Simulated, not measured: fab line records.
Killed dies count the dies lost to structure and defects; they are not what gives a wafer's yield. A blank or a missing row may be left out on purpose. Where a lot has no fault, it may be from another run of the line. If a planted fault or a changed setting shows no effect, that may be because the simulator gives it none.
Which tool did it? / flow gf180mcu / 24 lots with 72 wafers sampled at 6 steps, on a route of 602 steps

WHAT EACH GAUGE READ, for each wafer
GF_V5_BOW_MEAS_05. Usual: for V5_BOW the level is 135 um and the standard deviation is 9.4.
lot=L074; measured=day 28 13:12; on=film-metro-01; V5_BOW (um)=149 136 118; flag=
lot=L075; measured=day 29 01:15; on=film-metro-01; V5_BOW (um)=140 150 141; flag=
lot=L076; measured=day 29 02:54; on=film-metro-01; V5_BOW (um)=133 125 136; flag=
lot=L077; measured=day 29 15:26; on=film-metro-02; V5_BOW (um)=136 137 127; flag=
lot=L078; measured=day 30 01:10; on=film-metro-03; V5_BOW (um)=141 144 132; flag=
lot=L079; measured=day 30 10:47; on=film-metro-03; V5_BOW (um)=139 135 132; flag=
lot=L080; measured=day 30 13:17; on=film-metro-01; V5_BOW (um)=153 151 145; flag=
lot=L081; measured=day 30 19:47; on=film-metro-02; V5_BOW (um)=149 137 148; flag=
lot=L082; measured=day 30 23:51; on=film-metro-02; V5_BOW (um)=135 136 132; flag=
lot=L083; measured=day 31 03:08; on=film-metro-01; V5_BOW (um)=128 124 121; flag=
lot=L084; measured=day 31 10:55; on=film-metro-03; V5_BOW (um)=145 130 141; flag=
lot=L085; measured=day 31 15:20; on=film-metro-02; V5_BOW (um)=133 130 144; flag=
lot=L086; measured=day 32 01:00; on=film-metro-02; V5_BOW (um)=127 130 118; flag=
lot=L087; measured=day 32 06:14; on=film-metro-01; V5_BOW (um)=140 142 143; flag=
lot=L088; measured=day 32 14:47; on=film-metro-01; V5_BOW (um)=134 132 126; flag=
lot=L089; measured=day 32 15:16; on=film-metro-03; V5_BOW (um)=137 136 124; flag=
lot=L090; measured=day 33 00:12; on=film-metro-01; V5_BOW (um)=135 114 103; flag=
lot=L092; measured=day 33 14:36; on=film-metro-02; V5_BOW (um)=133 122 138; flag=
lot=L093; measured=day 33 15:28; on=film-metro-03; V5_BOW (um)=125 123 126; flag=
lot=L094; measured=day 33 19:52; on=film-metro-02; V5_BOW (um)=133 147 131; flag=
lot=L095; measured=day 34 01:50; on=film-metro-02; V5_BOW (um)=143 147 144; flag=
lot=L097; measured=day 34 08:37; on=film-metro-02; V5_BOW (um)=138 136 146; flag=
lot=L096; measured=day 34 11:02; on=film-metro-02; V5_BOW (um)=121 132 136; flag=
lot=L091; measured=day 34 12:46; on=film-metro-03; V5_BOW (um)=156 142 151; flag=

GF_PASSIVATION_BOW_MEAS_14. Usual: for PASSIVATION_BOW the level is 138 um and the standard deviation is 11.
lot=L074; measured=day 31 06:05; on=film-metro-04; PASSIVATION_BOW (um)=150 135 119; flag=
lot=L075; measured=day 31 17:00; on=film-metro-04; PASSIVATION_BOW (um)=145 154 144; flag=
lot=L076; measured=day 31 19:27; on=film-metro-02; PASSIVATION_BOW (um)=130 121 132; flag=
lot=L077; measured=day 32 06:10; on=film-metro-03; PASSIVATION_BOW (um)=144 147 137; flag=
lot=L078; measured=day 32 15:49; on=film-metro-03; PASSIVATION_BOW (um)=151 153 141; flag=
lot=L079; measured=day 32 23:55; on=film-metro-02; PASSIVATION_BOW (um)=139 135 134; flag=
lot=L080; measured=day 33 02:59; on=film-metro-03; PASSIVATION_BOW (um)=156 154 151; flag=
lot=L081; measured=day 33 08:10; on=film-metro-02; PASSIVATION_BOW (um)=157 147 158; flag=
lot=L082; measured=day 33 12:24; on=film-metro-03; PASSIVATION_BOW (um)=138 138 136; flag=
lot=L083; measured=day 33 14:40; on=film-metro-03; PASSIVATION_BOW (um)=129 125 123; flag=
lot=L084; measured=day 33 21:42; on=film-metro-03; PASSIVATION_BOW (um)=149 133 145; flag=
lot=L085; measured=day 34 01:11; on=film-metro-02; PASSIVATION_BOW (um)=146 141 153; flag=
lot=L086; measured=day 34 10:04; on=film-metro-02; PASSIVATION_BOW (um)=131 134 123; flag=
lot=L087; measured=day 34 15:01; on=film-metro-02; PASSIVATION_BOW (um)=150 148 152; flag=
lot=L088; measured=day 34 23:05; on=film-metro-04; PASSIVATION_BOW (um)=137 134 127; flag=
lot=L089; measured=day 34 23:23; on=film-metro-02; PASSIVATION_BOW (um)=139 135 127; flag=
lot=L090; measured=day 35 08:04; on=film-metro-04; PASSIVATION_BOW (um)=135 116 106; flag=
lot=L092; measured=day 35 21:09; on=film-metro-04; PASSIVATION_BOW (um)=127 118 133; flag=
lot=L093; measured=day 35 21:28; on=film-metro-04; PASSIVATION_BOW (um)=128 126 129; flag=
lot=L094; measured=day 36 00:52; on=film-metro-04; PASSIVATION_BOW (um)=135 149 136; flag=
lot=L095; measured=day 36 06:01; on=film-metro-03; PASSIVATION_BOW (um)=145 149 148; flag=
lot=L097; measured=day 36 11:44; on=film-metro-04; PASSIVATION_BOW (um)=144 144 153; flag=
lot=L096; measured=day 36 14:21; on=film-metro-03; PASSIVATION_BOW (um)=118 127 134; flag=
lot=L091; measured=day 36 15:53; on=film-metro-02; PASSIVATION_BOW (um)=155 141 150; flag=

WHAT TOOL EACH LOT RAN ON (gives the tool, then ch and the chambers of the sampled wafers, and finally the start)
lot=L074; GF_V4_SPUTTER_22=pvd-sputter-02, day 26 15:28; GF_MIM_SPUTTER_03=pvd-sputter-01, day 26 16:15; GF_V5_SOFTBAKE_10=litho-track-04 ch 0, day 29 12:04 or earlier; GF_TOP_METAL_SPUTTER_04=pvd-sputter-03, day 29 12:04
lot=L075; GF_V4_SPUTTER_22=pvd-sputter-02, day 27 04:13; GF_MIM_SPUTTER_03=pvd-sputter-04, day 27 05:01; GF_V5_SOFTBAKE_10=litho-track-04 ch 0, day 29 23:10 or earlier; GF_TOP_METAL_SPUTTER_04=pvd-sputter-04, day 29 23:10
lot=L076; GF_V4_SPUTTER_22=pvd-sputter-04, day 27 06:14; GF_MIM_SPUTTER_03=pvd-sputter-02, day 27 07:02; GF_V5_SOFTBAKE_10=litho-track-04 ch 0, day 30 01:15 or earlier; GF_TOP_METAL_SPUTTER_04=pvd-sputter-03, day 30 01:15
lot=L077; GF_V4_SPUTTER_22=pvd-sputter-02, day 27 18:21; GF_MIM_SPUTTER_03=pvd-sputter-04, day 27 19:09; GF_V5_SOFTBAKE_10=litho-track-02 ch 0, day 30 13:11 or earlier; GF_TOP_METAL_SPUTTER_04=pvd-sputter-01, day 30 13:11
lot=L078; GF_V4_SPUTTER_22=pvd-sputter-04, day 28 03:51; GF_MIM_SPUTTER_03=pvd-sputter-01, day 28 04:39; GF_V5_SOFTBAKE_10=litho-track-02 ch 0, day 30 22:55 or earlier; GF_TOP_METAL_SPUTTER_04=pvd-sputter-04, day 30 22:55
lot=L079; GF_V4_SPUTTER_22=pvd-sputter-03, day 28 14:30; GF_MIM_SPUTTER_03=pvd-sputter-01, day 28 15:25; GF_V5_SOFTBAKE_10=litho-track-04 ch 0, day 31 07:11 or earlier; GF_TOP_METAL_SPUTTER_04=pvd-sputter-01, day 31 07:11
lot=L080; GF_V4_SPUTTER_22=pvd-sputter-04, day 28 17:18; GF_MIM_SPUTTER_03=pvd-sputter-01, day 28 18:05; GF_V5_SOFTBAKE_10=litho-track-03 ch 0, day 31 10:35 or earlier; GF_TOP_METAL_SPUTTER_04=pvd-sputter-01, day 31 10:35
lot=L081; GF_V4_SPUTTER_22=pvd-sputter-04, day 28 22:03; GF_MIM_SPUTTER_03=pvd-sputter-04, day 28 22:50; GF_V5_SOFTBAKE_10=litho-track-03 ch 0, day 31 16:38 or earlier; GF_TOP_METAL_SPUTTER_04=pvd-sputter-03, day 31 16:38
lot=L082; GF_V4_SPUTTER_22=pvd-sputter-04, day 29 04:32; GF_MIM_SPUTTER_03=pvd-sputter-04, day 29 05:20; GF_V5_SOFTBAKE_10=litho-track-02 ch 0, day 31 20:56 or earlier; GF_TOP_METAL_SPUTTER_04=pvd-sputter-03, day 31 20:56
lot=L083; GF_V4_SPUTTER_22=pvd-sputter-04, day 29 08:31; GF_MIM_SPUTTER_03=pvd-sputter-01, day 29 09:18; GF_V5_SOFTBAKE_10=litho-track-03 ch 0, day 32 00:07 or earlier; GF_TOP_METAL_SPUTTER_04=pvd-sputter-04, day 32 00:07
lot=L084; GF_V4_SPUTTER_22=pvd-sputter-03, day 29 16:08; GF_MIM_SPUTTER_03=pvd-sputter-02, day 29 16:55; GF_V5_SOFTBAKE_10=litho-track-02 ch 0, day 32 07:25 or earlier; GF_TOP_METAL_SPUTTER_04=pvd-sputter-04, day 32 07:25
lot=L085; GF_V4_SPUTTER_22=pvd-sputter-03, day 29 21:43; GF_MIM_SPUTTER_03=pvd-sputter-04, day 29 22:31; GF_V5_SOFTBAKE_10=litho-track-03 ch 0, day 32 11:22 or earlier; GF_TOP_METAL_SPUTTER_04=pvd-sputter-04, day 32 11:22
lot=L086; GF_V4_SPUTTER_22=pvd-sputter-03, day 30 07:09; GF_MIM_SPUTTER_03=pvd-sputter-04, day 30 07:56; GF_V5_SOFTBAKE_10=litho-track-02 ch 0, day 32 21:13 or earlier; GF_TOP_METAL_SPUTTER_04=pvd-sputter-03, day 32 21:13
lot=L087; GF_V4_SPUTTER_22=pvd-sputter-02, day 30 13:26; GF_MIM_SPUTTER_03=pvd-sputter-04, day 30 14:13; GF_V5_SOFTBAKE_10=litho-track-02 ch 0, day 33 02:20 or earlier; GF_TOP_METAL_SPUTTER_04=pvd-sputter-04, day 33 02:20
lot=L088; GF_V4_SPUTTER_22=pvd-sputter-02, day 30 20:49; GF_MIM_SPUTTER_03=pvd-sputter-02, day 30 22:35; GF_V5_SOFTBAKE_10=litho-track-02 ch 0, day 33 10:20 or earlier; GF_TOP_METAL_SPUTTER_04=pvd-sputter-03, day 33 10:20
lot=L089; GF_V4_SPUTTER_22=pvd-sputter-02, day 30 21:26; GF_MIM_SPUTTER_03=pvd-sputter-01, day 30 22:38; GF_V5_SOFTBAKE_10=litho-track-03 ch 0, day 33 10:41 or earlier; GF_TOP_METAL_SPUTTER_04=pvd-sputter-04, day 33 10:41
lot=L090; GF_V4_SPUTTER_22=pvd-sputter-02, day 31 07:29; GF_MIM_SPUTTER_03=pvd-sputter-04, day 31 08:17; GF_V5_SOFTBAKE_10=litho-track-03 ch 0, day 33 19:26 or earlier; GF_TOP_METAL_SPUTTER_04=pvd-sputter-04, day 33 19:26
lot=L092; GF_V4_SPUTTER_22=pvd-sputter-03, day 32 00:03; GF_MIM_SPUTTER_03=pvd-sputter-01, day 32 00:50; GF_V5_SOFTBAKE_10=litho-track-04 ch 0, day 34 09:40 or earlier; GF_TOP_METAL_SPUTTER_04=pvd-sputter-03, day 34 09:40
lot=L093; GF_V4_SPUTTER_22=pvd-sputter-04, day 32 00:24; GF_MIM_SPUTTER_03=pvd-sputter-04, day 32 01:26; GF_V5_SOFTBAKE_10=litho-track-02 ch 0, day 34 09:58 or earlier; GF_TOP_METAL_SPUTTER_04=pvd-sputter-01, day 34 09:58
lot=L094; GF_V4_SPUTTER_22=pvd-sputter-04, day 32 05:17; GF_MIM_SPUTTER_03=pvd-sputter-02, day 32 06:04; GF_V5_SOFTBAKE_10=litho-track-04 ch 0, day 34 14:23 or earlier; GF_TOP_METAL_SPUTTER_04=pvd-sputter-04, day 34 14:23
lot=L095; GF_V4_SPUTTER_22=pvd-sputter-02, day 32 12:11; GF_MIM_SPUTTER_03=pvd-sputter-01, day 32 12:59; GF_V5_SOFTBAKE_10=litho-track-03 ch 0, day 34 20:11 or earlier; GF_TOP_METAL_SPUTTER_04=pvd-sputter-01, day 34 20:11
lot=L097; GF_V4_SPUTTER_22=pvd-sputter-03, day 32 18:59; GF_MIM_SPUTTER_03=pvd-sputter-02, day 32 19:46; GF_V5_SOFTBAKE_10=litho-track-04 ch 0, day 35 02:53 or earlier; GF_TOP_METAL_SPUTTER_04=pvd-sputter-01, day 35 02:53
lot=L096; GF_V4_SPUTTER_22=pvd-sputter-04, day 32 22:04; GF_MIM_SPUTTER_03=pvd-sputter-04, day 32 22:51; GF_V5_SOFTBAKE_10=litho-track-04 ch 0, day 35 05:02 or earlier; GF_TOP_METAL_SPUTTER_04=pvd-sputter-03, day 35 05:02
lot=L091; GF_V4_SPUTTER_22=pvd-sputter-02, day 32 23:19; GF_MIM_SPUTTER_03=pvd-sputter-01, day 33 00:06; GF_V5_SOFTBAKE_10=litho-track-04 ch 0, day 35 06:14 or earlier; GF_TOP_METAL_SPUTTER_04=pvd-sputter-03, day 35 06:14
- GF_V4_SPUTTER_22: material TiN, target thk 10 nm, time 40 s.
- GF_MIM_SPUTTER_03: material Ti, target thk 10 nm, time 6.7 s.
- GF_V5_SOFTBAKE_10: time 60.8 s.
- GF_TOP_METAL_SPUTTER_04: material TiN, target thk 25 nm, time 20.8 s.

AS READ BY THE TOOLS THEMSELVES (means over the sampled wafers that have a number; for cases with no such wafer, the mark the record gives instead)
GF_V4_SPUTTER_22. Usual: throttle-valve-pct reads 29.6 % (standard deviation 1.3).
lot=L074; tool=pvd-sputter-02; throttle-valve-pct (%)=29.3; flag=
lot=L075; tool=pvd-sputter-02; throttle-valve-pct (%)=29.0; flag=
lot=L076; tool=pvd-sputter-04; throttle-valve-pct (%)=30.2; flag=
lot=L077; tool=pvd-sputter-02; throttle-valve-pct (%)=30.1; flag=
lot=L078; tool=pvd-sputter-04; throttle-valve-pct (%)=31.7; flag=
lot=L079; tool=pvd-sputter-03; throttle-valve-pct (%)=28.5; flag=
lot=L080; tool=pvd-sputter-04; throttle-valve-pct (%)=29.7; flag=
lot=L081; tool=pvd-sputter-04; throttle-valve-pct (%)=30.6; flag=
lot=L082; tool=pvd-sputter-04; throttle-valve-pct (%)=30.5; flag=
lot=L083; tool=pvd-sputter-04; throttle-valve-pct (%)=30.8; flag=
lot=L084; tool=pvd-sputter-03; throttle-valve-pct (%)=29.0; flag=
lot=L085; tool=pvd-sputter-03; throttle-valve-pct (%)=29.1; flag=
lot=L086; tool=pvd-sputter-03; throttle-valve-pct (%)=29.5; flag=
lot=L087; tool=pvd-sputter-02; throttle-valve-pct (%)=30.0; flag=
lot=L088; tool=pvd-sputter-02; throttle-valve-pct (%)=28.9; flag=
lot=L089; tool=pvd-sputter-02; throttle-valve-pct (%)=28.4; flag=
lot=L090; tool=pvd-sputter-02; throttle-valve-pct (%)=29.3; flag=
lot=L092; tool=pvd-sputter-03; throttle-valve-pct (%)=28.9; flag=
lot=L093; tool=pvd-sputter-04; throttle-valve-pct (%)=30.7; flag=
lot=L094; tool=pvd-sputter-04; throttle-valve-pct (%)=30.6; flag=
lot=L095; tool=pvd-sputter-02; throttle-valve-pct (%)=30.0; flag=
lot=L097; tool=pvd-sputter-03; throttle-valve-pct (%)=28.9; flag=
lot=L096; tool=pvd-sputter-04; throttle-valve-pct (%)=30.6; flag=
lot=L091; tool=pvd-sputter-02; throttle-valve-pct (%)=29.3; flag=

GF_MIM_SPUTTER_03. Usual: throttle-valve-pct reads 30.0 % (standard deviation 1.2).
lot=L074; tool=pvd-sputter-01; throttle-valve-pct (%)=29.8; flag=
lot=L075; tool=pvd-sputter-04; throttle-valve-pct (%)=29.7; flag=
lot=L076; tool=pvd-sputter-02; throttle-valve-pct (%)=28.2; flag=
lot=L077; tool=pvd-sputter-04; throttle-valve-pct (%)=30.8; flag=
lot=L078; tool=pvd-sputter-01; throttle-valve-pct (%)=29.7; flag=
lot=L079; tool=pvd-sputter-01; throttle-valve-pct (%)=29.7; flag=
lot=L080; tool=pvd-sputter-01; throttle-valve-pct (%)=30.2; flag=
lot=L081; tool=pvd-sputter-04; throttle-valve-pct (%)=30.6; flag=
lot=L082; tool=pvd-sputter-04; throttle-valve-pct (%)=30.7; flag=
lot=L083; tool=pvd-sputter-01; throttle-valve-pct (%)=30.2; flag=
lot=L084; tool=pvd-sputter-02; throttle-valve-pct (%)=28.2; flag=
lot=L085; tool=pvd-sputter-04; throttle-valve-pct (%)=30.9; flag=
lot=L086; tool=pvd-sputter-04; throttle-valve-pct (%)=28.9; flag=
lot=L087; tool=pvd-sputter-04; throttle-valve-pct (%)=30.0; flag=
lot=L088; tool=pvd-sputter-02; throttle-valve-pct (%)=29.0; flag=
lot=L089; tool=pvd-sputter-01; throttle-valve-pct (%)=29.9; flag=
lot=L090; tool=pvd-sputter-04; throttle-valve-pct (%)=29.5; flag=
lot=L092; tool=pvd-sputter-01; throttle-valve-pct (%)=30.3; flag=
lot=L093; tool=pvd-sputter-04; throttle-valve-pct (%)=29.5; flag=
lot=L094; tool=pvd-sputter-02; throttle-valve-pct (%)=29.1; flag=
lot=L095; tool=pvd-sputter-01; throttle-valve-pct (%)=29.9; flag=
lot=L097; tool=pvd-sputter-02; throttle-valve-pct (%)=30.1; flag=
lot=L096; tool=pvd-sputter-04; throttle-valve-pct (%)=29.6; flag=
lot=L091; tool=pvd-sputter-01; throttle-valve-pct (%)=30.5; flag=

GF_V5_SOFTBAKE_10. Usual: chill-plate-temp-C 22.97 C, standard deviation 0.11; exhaust-pa 44.8 Pa, standard deviation 0.81; plate-sensor-t-centre-C 131.02 C, standard deviation 0.011; plate-sensor-t-edge-C 131.21 C, standard deviation 0.01.
lot=L074; tool=litho-track-04; chill-plate-temp-C (C)=22.98; exhaust-pa (Pa)=44.5; plate-sensor-t-centre-C (C)=131.02; plate-sensor-t-edge-C (C)=131.22; flag=
lot=L075; tool=litho-track-04; chill-plate-temp-C (C)=22.90; exhaust-pa (Pa)=43.9; plate-sensor-t-centre-C (C)=131.02; plate-sensor-t-edge-C (C)=131.22; flag=
lot=L076; tool=litho-track-04; chill-plate-temp-C (C)=22.91; exhaust-pa (Pa)=44.4; plate-sensor-t-centre-C (C)=131.02; plate-sensor-t-edge-C (C)=131.21; flag=
lot=L077; tool=litho-track-02; chill-plate-temp-C (C)=23.01; exhaust-pa (Pa)=45.5; plate-sensor-t-centre-C (C)=131.01; plate-sensor-t-edge-C (C)=131.22; flag=
lot=L078; tool=litho-track-02; chill-plate-temp-C (C)=22.99; exhaust-pa (Pa)=45.6; plate-sensor-t-centre-C (C)=131.02; plate-sensor-t-edge-C (C)=131.22; flag=
lot=L079; tool=litho-track-04; chill-plate-temp-C (C)=22.87; exhaust-pa (Pa)=44.2; plate-sensor-t-centre-C (C)=131.01; plate-sensor-t-edge-C (C)=131.21; flag=
lot=L080; tool=litho-track-03; chill-plate-temp-C (C)=23.06; exhaust-pa (Pa)=45.1; plate-sensor-t-centre-C (C)=131.01; plate-sensor-t-edge-C (C)=131.21; flag=
lot=L081; tool=litho-track-03; chill-plate-temp-C (C)=22.86; exhaust-pa (Pa)=44.7; plate-sensor-t-centre-C (C)=131.01; plate-sensor-t-edge-C (C)=131.21; flag=
lot=L082; tool=litho-track-02; chill-plate-temp-C (C)=22.97; exhaust-pa (Pa)=45.7; plate-sensor-t-centre-C (C)=131.01; plate-sensor-t-edge-C (C)=131.21; flag=
lot=L083; tool=litho-track-03; chill-plate-temp-C (C)=22.86; exhaust-pa (Pa)=45.1; plate-sensor-t-centre-C (C)=131.01; plate-sensor-t-edge-C (C)=131.20; flag=
lot=L084; tool=litho-track-02; chill-plate-temp-C (C)=23.02; exhaust-pa (Pa)=46.2; plate-sensor-t-centre-C (C)=131.02; plate-sensor-t-edge-C (C)=131.21; flag=
lot=L085; tool=litho-track-03; chill-plate-temp-C (C)=22.97; exhaust-pa (Pa)=44.0; plate-sensor-t-centre-C (C)=131.01; plate-sensor-t-edge-C (C)=131.21; flag=
lot=L086; tool=litho-track-02; chill-plate-temp-C (C)=23.00; exhaust-pa (Pa)=43.9; plate-sensor-t-centre-C (C)=131.01; plate-sensor-t-edge-C (C)=131.20; flag=
lot=L087; tool=litho-track-02; chill-plate-temp-C (C)=23.08; exhaust-pa (Pa)=44.4; plate-sensor-t-centre-C (C)=131.01; plate-sensor-t-edge-C (C)=131.22; flag=
lot=L088; tool=litho-track-02; chill-plate-temp-C (C)=22.99; exhaust-pa (Pa)=44.5; plate-sensor-t-centre-C (C)=131.01; plate-sensor-t-edge-C (C)=131.20; flag=
lot=L089; tool=litho-track-03; chill-plate-temp-C (C)=22.93; exhaust-pa (Pa)=44.8; plate-sensor-t-centre-C (C)=131.02; plate-sensor-t-edge-C (C)=131.21; flag=
lot=L090; tool=litho-track-03; chill-plate-temp-C (C)=22.92; exhaust-pa (Pa)=45.1; plate-sensor-t-centre-C (C)=131.01; plate-sensor-t-edge-C (C)=131.20; flag=
lot=L092; tool=litho-track-04; chill-plate-temp-C (C)=22.89; exhaust-pa (Pa)=44.6; plate-sensor-t-centre-C (C)=131.02; plate-sensor-t-edge-C (C)=131.21; flag=
lot=L093; tool=litho-track-02; chill-plate-temp-C (C)=23.02; exhaust-pa (Pa)=44.9; plate-sensor-t-centre-C (C)=131.02; plate-sensor-t-edge-C (C)=131.21; flag=
lot=L094; tool=litho-track-04; chill-plate-temp-C (C)=22.96; exhaust-pa (Pa)=43.5; plate-sensor-t-centre-C (C)=131.02; plate-sensor-t-edge-C (C)=131.22; flag=
lot=L095; tool=litho-track-03; chill-plate-temp-C (C)=23.06; exhaust-pa (Pa)=44.6; plate-sensor-t-centre-C (C)=131.01; plate-sensor-t-edge-C (C)=131.21; flag=
lot=L097; tool=litho-track-04; chill-plate-temp-C (C)=23.07; exhaust-pa (Pa)=45.5; plate-sensor-t-centre-C (C)=131.02; plate-sensor-t-edge-C (C)=131.21; flag=
lot=L096; tool=litho-track-04; chill-plate-temp-C (C)=23.09; exhaust-pa (Pa)=45.3; plate-sensor-t-centre-C (C)=131.01; plate-sensor-t-edge-C (C)=131.21; flag=
lot=L091; tool=litho-track-04; chill-plate-temp-C (C)=22.79; exhaust-pa (Pa)=44.4; plate-sensor-t-centre-C (C)=131.02; plate-sensor-t-edge-C (C)=131.21; flag=

GF_TOP_METAL_SPUTTER_04. Usual: throttle-valve-pct reads 29.8 % (standard deviation 1.2).
lot=L074; tool=pvd-sputter-03; throttle-valve-pct (%)=28.9; flag=
lot=L075; tool=pvd-sputter-04; throttle-valve-pct (%)=30.8; flag=
lot=L076; tool=pvd-sputter-03; throttle-valve-pct (%)=29.7; flag=
lot=L077; tool=pvd-sputter-01; throttle-valve-pct (%)=30.2; flag=
lot=L078; tool=pvd-sputter-04; throttle-valve-pct (%)=29.9; flag=
lot=L079; tool=pvd-sputter-01; throttle-valve-pct (%)=30.5; flag=
lot=L080; tool=pvd-sputter-01; throttle-valve-pct (%)=30.0; flag=
lot=L081; tool=pvd-sputter-03; throttle-valve-pct (%)=29.1; flag=
lot=L082; tool=pvd-sputter-03; throttle-valve-pct (%)=29.0; flag=
lot=L083; tool=pvd-sputter-04; throttle-valve-pct (%)=30.7; flag=
lot=L084; tool=pvd-sputter-04; throttle-valve-pct (%)=30.9; flag=
lot=L085; tool=pvd-sputter-04; throttle-valve-pct (%)=30.6; flag=
lot=L086; tool=pvd-sputter-03; throttle-valve-pct (%)=29.7; flag=
lot=L087; tool=pvd-sputter-04; throttle-valve-pct (%)=30.0; flag=
lot=L088; tool=pvd-sputter-03; throttle-valve-pct (%)=29.7; flag=
lot=L089; tool=pvd-sputter-04; throttle-valve-pct (%)=30.2; flag=
lot=L090; tool=pvd-sputter-04; throttle-valve-pct (%)=29.0; flag=
lot=L092; tool=pvd-sputter-03; throttle-valve-pct (%)=29.5; flag=
lot=L093; tool=pvd-sputter-01; throttle-valve-pct (%)=29.4; flag=
lot=L094; tool=pvd-sputter-04; throttle-valve-pct (%)=30.7; flag=
lot=L095; tool=pvd-sputter-01; throttle-valve-pct (%)=30.0; flag=
lot=L097; tool=pvd-sputter-01; throttle-valve-pct (%)=29.8; flag=
lot=L096; tool=pvd-sputter-03; throttle-valve-pct (%)=28.4; flag=
lot=L091; tool=pvd-sputter-03; throttle-valve-pct (%)=29.8; flag=

THE ANSWER, worked out from the rows above alone
Rule: a lot is off if the mean of its wafers that have a number lies more than 3 standard deviations from the usual mean. Also off: a lot with no number at a reading for which 4 or more lots have one. Where the step has rows for the other lots, those lots are counted as sound. First the gauges in route order, then the tools' own readings, where a lot's mean is used as printed above. The first step at which some lot is off is used, and at that step the reading that is off furthest; a lot without a number counts as furthest.
None of the lots is off at any reading shown; this tells nothing.

WHAT THE SIMULATOR HAD PUT IN
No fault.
